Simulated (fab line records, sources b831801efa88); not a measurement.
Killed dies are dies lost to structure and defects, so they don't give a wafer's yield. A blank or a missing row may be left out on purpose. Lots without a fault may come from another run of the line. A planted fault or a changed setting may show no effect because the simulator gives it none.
Which tool did it? | flow sky130 | 13 lots, 39 wafers sampled, at 2 steps of a route of 708

WHAT THE GAUGES READ, wafer by wafer
SKY_LOCAL_INTERCONNECT_CD_MEAS_11: target cd 170 nm. Usual: cd_nm 169.5 nm, standard deviation 1.3.
lot  | measured     | on        | cd_nm (nm)        | flag
L464 | day 31 10:04 | cd_sem-01 | 168.2 165.9 168.5 |
L465 | day 31 12:22 | cd_sem-02 | 171.7 169.3 171.0 |
L467 | day 31 13:34 | cd_sem-01 | 170.9 171.2 171.8 |
L466 | day 31 13:55 | cd_sem-02 | 171.1 169.9 170.0 |
L468 | day 33 11:49 | cd_sem-02 | 168.0 168.2 168.1 |
L471 | day 33 14:52 | cd_sem-02 | 169.8 169.7 169.9 |
L474 | day 33 23:29 | cd_sem-01 | 168.6 169.2 170.2 |
L473 | day 34 00:50 | cd_sem-01 | 170.1 171.1 171.0 |
L476 | day 34 02:10 | cd_sem-01 | 168.5 168.9 168.3 |
L481 | day 36 01:16 | cd_sem-02 | 169.8 168.9 168.8 |
L483 | day 36 20:40 | cd_sem-02 | 170.0 169.0 169.1 |
L486 | day 37 13:49 | cd_sem-01 | 169.0 170.9 170.2 |
L487 | day 37 19:08 | cd_sem-02 | 170.2 171.4 170.8 |

WHICH TOOL RAN EACH LOT (tool, then ch and the chambers of the sampled wafers, then the start)
lot  | SKY_LDD_LDN_IMPLANT_08
L464 | implanter-02 ch 0, day 24 00:45
L465 | implanter-03 ch 0, day 24 01:19
L467 | implanter-03 ch 0, day 24 01:59
L466 | implanter-02 ch 0, day 24 03:31
L468 | implanter-02 ch 0, day 26 04:46
L471 | implanter-02 ch 0, day 26 06:55
L474 | implanter-01 ch 0, day 26 17:25
L473 | implanter-02 ch 0, day 26 19:25
L476 | implanter-02 ch 0, day 26 22:53
L481 | implanter-01 ch 0, day 28 23:20
L483 | implanter-02 ch 0, day 29 20:41
L486 | implanter-02 ch 0, day 30 17:49
L487 | implanter-02 ch 0, day 30 22:41
- SKY_LDD_LDN_IMPLANT_08

WHAT THE TOOLS THEMSELVES READ (means of the sampled wafers that have a number; where no wafer has one, the mark that the record gives instead)
SKY_LDD_LDN_IMPLANT_08. Usual: beam_energy_keV 15.000, standard deviation 0.0046; rotation_deg 23.003 degrees, standard deviation 0.021.
lot  | tool         | beam_energy_keV | rotation_deg (degrees) | flag
L464 | implanter-02 | 15.006          | 22.991                 |
L465 | implanter-03 | 15.003          | 23.011                 |
L467 | implanter-03 | 15.001          | 22.999                 |
L466 | implanter-02 | 14.992          | 22.976                 |
L468 | implanter-02 | 15.000          | 23.009                 |
L471 | implanter-02 | 15.000          | 128.530                | OFF
L474 | implanter-01 | 15.008          | 23.013                 |
L473 | implanter-02 | 15.000          | 128.523                | OFF
L476 | implanter-02 | 15.002          | 128.540                | OFF
L481 | implanter-01 | 14.999          | 22.989                 |
L483 | implanter-02 | 14.999          | 22.986                 |
L486 | implanter-02 | 15.000          | 23.003                 |
L487 | implanter-02 | 14.998          | 23.012                 |

THE ANSWER, worked out from the rows above alone
Rule: a lot is off if the mean of its wafers that have a number lies more than 3 standard deviations from the usual mean. A lot without any number at a reading at which 4 lots or more have one is off too. The other lots that the step has rows for count as sound. The gauges are gone through in route order, then the tools' own readings, and for those a lot's mean is taken as printed above. The first step at which some lot is off is used, and at that step the reading that is off furthest; a lot without a number counts as furthest.
Off: L471, L473, L476, at SKY_LDD_LDN_IMPLANT_08 (rotation_deg).
A tool fits if, at that step or a process step before it, it ran every lot that is off, and no sound lot after the first of them. None of those tried fits.

WHAT THE SIMULATOR HAD PUT IN
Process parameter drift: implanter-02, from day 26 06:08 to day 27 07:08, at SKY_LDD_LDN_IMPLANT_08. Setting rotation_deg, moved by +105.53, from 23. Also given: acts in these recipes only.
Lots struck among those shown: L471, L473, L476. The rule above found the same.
